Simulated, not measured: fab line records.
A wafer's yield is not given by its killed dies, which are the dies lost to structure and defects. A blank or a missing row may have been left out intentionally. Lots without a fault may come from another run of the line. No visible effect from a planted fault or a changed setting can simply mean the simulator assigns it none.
fab line records | flow gf180mcu
record lots=13 | wafers=39 | last_day=34
route steps=602 shown V5@542 PASSIVATION@601
lots untouched by any fault: they come from a run of this same line in which no faults occurred
start_h: the number of hours between the record's first day and the start of the first shown wafer of the lot | wait_h: hours elapsed since this lot's preceding step | " identical to the entry in the row above | L1.1+2: a row that stands for several wafers | - either no value or no given start | * or withheld: withheld | < > ~ a bound
route shown NAME@n: a module of which the file shows steps, and the number in the route of the first | usual: mean/standard deviation taken from wafers without a fault | same: alike in all rows | chamber/n: place in a boat | sites: each site's reading | _std_site: how widely they spread, as a standard deviation | _edge_site: inner sites' mean taken away from outer sites' mean | radius_mm: how far each site lies from the wafer's centre | mask NAME#n: copy n | behind: the most recent tool/chamber to have shaped the wafer | hold: why the lot went on hold/how many hours it stayed there/how the hold came to an end | device: the n, p or np transistor that did not switch | end of line: the route-end tests of the same wafers | a step given without rows: its recipe and nothing more | killed: dies lost to structure and defects at the first sort, not the wafer's yield | map: dies across one wafer; x = killed, . = not, _ = none there
set.NAME: the setting the step ran with; set.NAME@STEP: the setting that earlier step ran with | model.NAME: the simulator's own value behind a step, which no gauge read
the route's steps for a sample of lots (tables are steps, rows are wafers)
services: a tool's chamber out of use, with start hour (start_h, from the record's first day; less than 0 if before it), hours out, and reason
## steps
# step GF_V5_CVD_02
# recipe material=SiO2 | target_thk_nm=1450 | precursor=TEOS | temp_c=400 | time_s=163.28 | rf_w=600
# usual heater_power_w=602/76
lot.wafer | tool     | chamber | start_h | wait_h | heater_power_w
L879.4    | pecvd-01 | 2       | 604.65  | 0.1    | 592
L879.5    | "        | 0       | "       | "      | 582
L879.6    | "        | 1       | "       | "      | 448
L880.3    | pecvd-01 | 0       | 612.00  | 0.0    | 692
L880.5    | "        | 1       | "       | "      | 458
L880.6    | "        | 0       | "       | "      | 735
L881.1    | pecvd-01 | 1       | 623.51  | 0.1    | 549
L881.4    | "        | 0       | "       | "      | 730
L881.6    | "        | 1       | "       | "      | 592
L883.1    | pecvd-01 | 1       | 644.31  | 0.1    | 574
L883.4    | "        | 0       | "       | "      | 594
L883.6    | "        | 1       | "       | "      | 465
L884.1    | pecvd-01 | 0       | 650.66  | 0.1    | 711
L884.4    | "        | 0       | "       | "      | 576
L884.5    | "        | 2       | "       | "      | 501
L892.1    | pecvd-03 | 1       | 707.21  | 0.1    | 568
L892.3    | "        | 0       | "       | "      | 521
L892.5    | "        | 2       | "       | "      | 639
L896.2    | pecvd-03 | 2       | 728.38  | 0.0    | 649
L896.5    | "        | 1       | "       | "      | 596
L896.6    | "        | 2       | "       | "      | 523
L897.3    | pecvd-04 | 0       | 736.22  | 0.0    | 568
L897.4    | "        | 1       | "       | "      | 706
L897.6    | "        | 0       | "       | "      | 635
L898.2    | pecvd-04 | 2       | 741.39  | 0.0    | 657
L898.3    | "        | 0       | "       | "      | 580
L898.4    | "        | 0       | "       | "      | 662
L899.2    | pecvd-01 | 2       | 751.42  | 0.0    | 632
L899.3    | "        | 1       | "       | "      | 564
L899.4    | "        | 2       | "       | "      | 499
L901.4    | pecvd-03 | 1       | 760.47  | 0.1    | 477
L901.5    | "        | 2       | "       | "      | 518
L901.6    | "        | 0       | "       | "      | 491
L900.2    | pecvd-04 | 1       | 761.10  | 0.0    | 759
L900.3    | "        | 2       | "       | "      | 653
L900.6    | "        | 2       | "       | "      | 706
L902.2    | pecvd-04 | 1       | 762.47  | 0.0    | 721
L902.3    | "        | 0       | "       | "      | 678
L902.6    | "        | 1       | "       | "      | 591
# step GF_V5_THK_MEAS_03
# recipe reads=SiO2_of_V5_CVD_02
# usual V5_CVD_02_THK=1455/19
lot.wafer | tool          | chamber | start_h | wait_h | V5_CVD_02_THK[nm]
L879.4    | film_metro-04 | -       | 604.74  | 0.0    | 1459
L879.5    | "             | -       | "       | "      | 1458
L879.6    | "             | -       | "       | "      | 1464
L880.3    | film_metro-04 | -       | 612.12  | 0.1    | 1424
L880.5    | "             | -       | "       | "      | 1465
L880.6    | "             | -       | "       | "      | 1465
L881.1    | film_metro-04 | -       | 623.62  | 0.1    | 1449
L881.4    | "             | -       | "       | "      | 1483
L881.6    | "             | -       | "       | "      | 1475
L883.1    | film_metro-04 | -       | 644.42  | 0.1    | 1449
L883.4    | "             | -       | "       | "      | 1092
L883.6    | "             | -       | "       | "      | 1468
L884.1    | film_metro-02 | -       | 650.76  | 0.1    | 1443
L884.4    | "             | -       | "       | "      | 1126
L884.5    | "             | -       | "       | "      | 1129
L892.1    | film_metro-02 | -       | 707.32  | 0.1    | 1420
L892.3    | "             | -       | "       | "      | 1427
L892.5    | "             | -       | "       | "      | 1462
L896.2    | film_metro-03 | -       | 728.49  | 0.1    | 1439
L896.5    | "             | -       | "       | "      | 1451
L896.6    | "             | -       | "       | "      | 1472
L897.3    | film_metro-04 | -       | 736.35  | 0.1    | 1426
L897.4    | "             | -       | "       | "      | 1473
L897.6    | "             | -       | "       | "      | 1429
L898.2    | film_metro-02 | -       | 741.51  | 0.1    | 1445
L898.3    | "             | -       | "       | "      | 1432
L898.4    | "             | -       | "       | "      | 1446
L899.2    | film_metro-04 | -       | 751.54  | 0.1    | 1451
L899.3    | "             | -       | "       | "      | 1440
L899.4    | "             | -       | "       | "      | 1484
L901.4    | film_metro-04 | -       | 760.55  | 0.0    | 1463
L901.5    | "             | -       | "       | "      | 1484
L901.6    | "             | -       | "       | "      | 1460
L900.2    | film_metro-03 | -       | 761.21  | 0.1    | 1464
L900.3    | "             | -       | "       | "      | 1432
L900.6    | "             | -       | "       | "      | 1459
L902.2    | film_metro-04 | -       | 762.58  | 0.1    | 1466
L902.3    | "             | -       | "       | "      | 1445
L902.6    | "             | -       | "       | "      | 1500
# step GF_V5_CVD_23
# recipe material=W | target_thk_nm=350 | time_s=104.9 | temp_c=400 | pressure_torr=40
# usual heater_power_w=926/65
lot.wafer | tool     | chamber | start_h | wait_h | heater_power_w
L879.4    | cvd_w-02 | 0       | 626.65  | 0.1    | 882
L879.5    | "        | 1       | "       | "      | 960
L879.6    | "        | 0       | "       | "      | 871
L880.3    | cvd_w-01 | 1       | 633.49  | 0.1    | 831
L880.5    | "        | 0       | "       | "      | 1033
L880.6    | "        | 1       | "       | "      | 860
L881.1    | cvd_w-01 | 1       | 645.63  | 0.0    | 872
L881.4    | "        | 1       | "       | "      | 886
L881.6    | "        | 0       | "       | "      | 1024
L883.1    | cvd_w-01 | 1       | 665.05  | 0.0    | 883
L883.4    | "        | 0       | "       | "      | 1023
L883.6    | "        | 1       | "       | "      | 870
L884.1    | cvd_w-01 | 0       | 671.31  | 0.0    | 983
L884.4    | "        | 0       | "       | "      | 1027
L884.5    | "        | 1       | "       | "      | 849
L892.1    | cvd_w-01 | 0       | 726.93  | 0.0    | 1034
L892.3    | "        | 0       | "       | "      | 1053
L892.5    | "        | 0       | "       | "      | 1021
L896.2    | cvd_w-01 | 1       | 747.20  | 0.1    | 863
L896.5    | "        | 1       | "       | "      | 837
L896.6    | "        | 1       | "       | "      | 859
L897.3    | cvd_w-01 | 1       | 754.57  | 0.1    | 856
L897.4    | "        | 1       | "       | "      | 888
L897.6    | "        | 1       | "       | "      | 865
L898.2    | cvd_w-02 | 1       | 760.15  | 0.0    | 981
L898.3    | "        | 0       | "       | "      | 892
L898.4    | "        | 1       | "       | "      | 954
L899.2    | cvd_w-01 | 0       | 769.31  | 0.0    | 1050
L899.3    | "        | 0       | "       | "      | 1015
L899.4    | "        | 1       | "       | "      | 832
L901.4    | cvd_w-02 | 1       | 777.80  | 0.0    | 972
L901.5    | "        | 0       | "       | "      | 874
L901.6    | "        | 1       | "       | "      | 932
L900.2    | cvd_w-02 | 1       | 778.59  | 0.0    | 977
L900.3    | "        | 1       | "       | "      | 977
L900.6    | "        | 0       | "       | "      | 879
L902.2    | cvd_w-01 | 0       | 779.61  | 0.0    | 1051
L902.3    | "        | 1       | "       | "      | 849
L902.6    | "        | 1       | "       | "      | 841
# step GF_V5_THK_MEAS_25
# recipe thk_meas_gauge=xrf | reads=W_of_V5_CVD_23
# usual V5_W_THK=360/11
lot.wafer | tool          | chamber | start_h | wait_h | V5_W_THK[nm]
L879.4    | film_metro-02 | -       | 626.88  | 0.1    | 365
L879.5    | "             | -       | "       | "      | 360
L879.6    | "             | -       | "       | "      | 352
L880.3    | film_metro-04 | -       | 633.71  | 0.1    | 349
L880.5    | "             | -       | "       | "      | 370
L880.6    | "             | -       | "       | "      | 348
L881.1    | film_metro-04 | -       | 645.87  | 0.1    | 356
L881.4    | "             | -       | "       | "      | 356
L881.6    | "             | -       | "       | "      | 375
L883.1    | film_metro-03 | -       | 665.28  | 0.1    | 361
L883.4    | "             | -       | "       | "      | 382
L883.6    | "             | -       | "       | "      | 353
L884.1    | film_metro-04 | -       | 671.55  | 0.1    | 378
L884.4    | "             | -       | "       | "      | 380
L884.5    | "             | -       | "       | "      | 353
L892.1    | film_metro-02 | -       | 727.17  | 0.1    | 365
L892.3    | "             | -       | "       | "      | 371
L892.5    | "             | -       | "       | "      | 368
L896.2    | film_metro-02 | -       | 747.51  | 0.1    | 349
L896.5    | "             | -       | "       | "      | 352
L896.6    | "             | -       | "       | "      | 354
L897.3    | film_metro-04 | -       | 754.86  | 0.1    | 344
L897.4    | "             | -       | "       | "      | 343
L897.6    | "             | -       | "       | "      | 339
L898.2    | film_metro-04 | -       | 760.39  | 0.1    | 357
L898.3    | "             | -       | "       | "      | 359
L898.4    | "             | -       | "       | "      | 357
L899.2    | film_metro-04 | -       | 769.56  | 0.1    | 373
L899.3    | "             | -       | "       | "      | 372
L899.4    | "             | -       | "       | "      | 352
L901.4    | film_metro-04 | -       | 778.03  | 0.1    | 355
L901.5    | "             | -       | "       | "      | 357
L901.6    | "             | -       | "       | "      | 349
L900.2    | film_metro-02 | -       | 778.84  | 0.1    | 356
L900.3    | "             | -       | "       | "      | 357
L900.6    | "             | -       | "       | "      | 362
L902.2    | film_metro-03 | -       | 779.86  | 0.1    | 373
L902.3    | "             | -       | "       | "      | 354
L902.6    | "             | -       | "       | "      | 361
# step GF_PASSIVATION_BOW_MEAS_14
# recipe mode=bow
# usual PASSIVATION_BOW=134/7.5
lot.wafer | tool          | chamber | start_h | wait_h | PASSIVATION_BOW[um]
L879.4    | film_metro-03 | -       | 670.23  | 0.1    | 127
L879.5    | "             | -       | "       | "      | 122
L879.6    | "             | -       | "       | "      | 127
L880.3    | film_metro-04 | -       | 675.51  | 0.0    | 130
L880.5    | "             | -       | "       | "      | 132
L880.6    | "             | -       | "       | "      | 135
L881.1    | film_metro-03 | -       | 688.37  | 0.0    | 134
L881.4    | "             | -       | "       | "      | 144
L881.6    | "             | -       | "       | "      | 144
L883.1    | film_metro-04 | -       | 706.02  | 0.0    | 127
L883.4    | "             | -       | "       | "      | 135
L883.6    | "             | -       | "       | "      | 130
L884.1    | film_metro-03 | -       | 712.62  | 0.0    | 136
L884.4    | "             | -       | "       | "      | 127
L884.5    | "             | -       | "       | "      | 129
L892.1    | film_metro-04 | -       | 764.42  | 0.0    | 124
L892.3    | "             | -       | "       | "      | 125
L892.5    | "             | -       | "       | "      | 133
L896.2    | film_metro-04 | -       | 783.64  | 0.0    | 133
L896.5    | "             | -       | "       | "      | 122
L896.6    | "             | -       | "       | "      | 134
L897.3    | film_metro-01 | -       | 790.76  | 0.0    | 143
L897.4    | "             | -       | "       | "      | 135
L897.6    | "             | -       | "       | "      | 141
L898.2    | film_metro-03 | -       | 795.04  | 0.0    | 140
L898.3    | "             | -       | "       | "      | 119
L898.4    | "             | -       | "       | "      | 138
L899.2    | film_metro-03 | -       | 803.69  | 0.0    | 133
L899.3    | "             | -       | "       | "      | 129
L899.4    | "             | -       | "       | "      | 138
L901.4    | film_metro-01 | -       | 811.88  | 0.1    | 130
L901.5    | "             | -       | "       | "      | 138
L901.6    | "             | -       | "       | "      | 134
L900.2    | film_metro-01 | -       | 812.64  | 0.0    | 138
L900.3    | "             | -       | "       | "      | 134
L900.6    | "             | -       | "       | "      | 135
L902.2    | film_metro-03 | -       | 813.39  | 0.0    | 135
L902.3    | "             | -       | "       | "      | 134
L902.6    | "             | -       | "       | "      | 138
## services
tool     | chamber | start_h | hours | kind
pecvd-03 | -       | 591.12  | 14.0  | pm
pecvd-03 | 0       | 591.12  | 14.0  | vent_cycle
pecvd-03 | 1       | 591.12  | 14.0  | vent_cycle
pecvd-03 | 2       | 591.12  | 14.0  | vent_cycle
pecvd-03 | 0       | 605.12  | -     | clean
pecvd-03 | 1       | 605.12  | -     | clean
pecvd-03 | 2       | 605.12  | -     | clean
pecvd-03 | 2       | 607.51  | 5.6   | repair
pecvd-03 | -       | 626.66  | 1.7   | repair
pecvd-04 | 1       | 664.64  | 6.7   | repair
pecvd-01 | 2       | 686.11  | 6.0   | repair
pecvd-04 | 1       | 717.78  | 3.5   | repair
pecvd-01 | 0       | 730.00  | 9.5   | repair
pecvd-01 | -       | 734.63  | 0.8   | pm
cvd_w-01 | 0       | 744.89  | 13.0  | repair
pecvd-04 | 0       | 779.52  | 5.2   | repair
## key
first_sign step=GF_V5_THK_MEAS_03 | reading=V5_CVD_02_THK | direction=down | sigmas=18 | usual=1455 | struck=1116
effect none on later readings
met_at GF_V5_CVD_02
struck_lots L883,L884
struck_wafers L883.4,L884.4,L884.5
not_acting_at GF_V5_CVD_23,GF_V5_THK_MEAS_25,GF_PASSIVATION_BOW_MEAS_14
onset_between 623.51 644.31
fault kind=process_parameter_drift | tool=pecvd-01 | chamber=- | onset_h=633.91 | steps=GF_V5_CVD_02 | channel=target_thk_nm | offset=-363.47 | shape=step | end_h=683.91 | scope=struck_wafers_only | acts_in=these_recipes_only | stated=1450
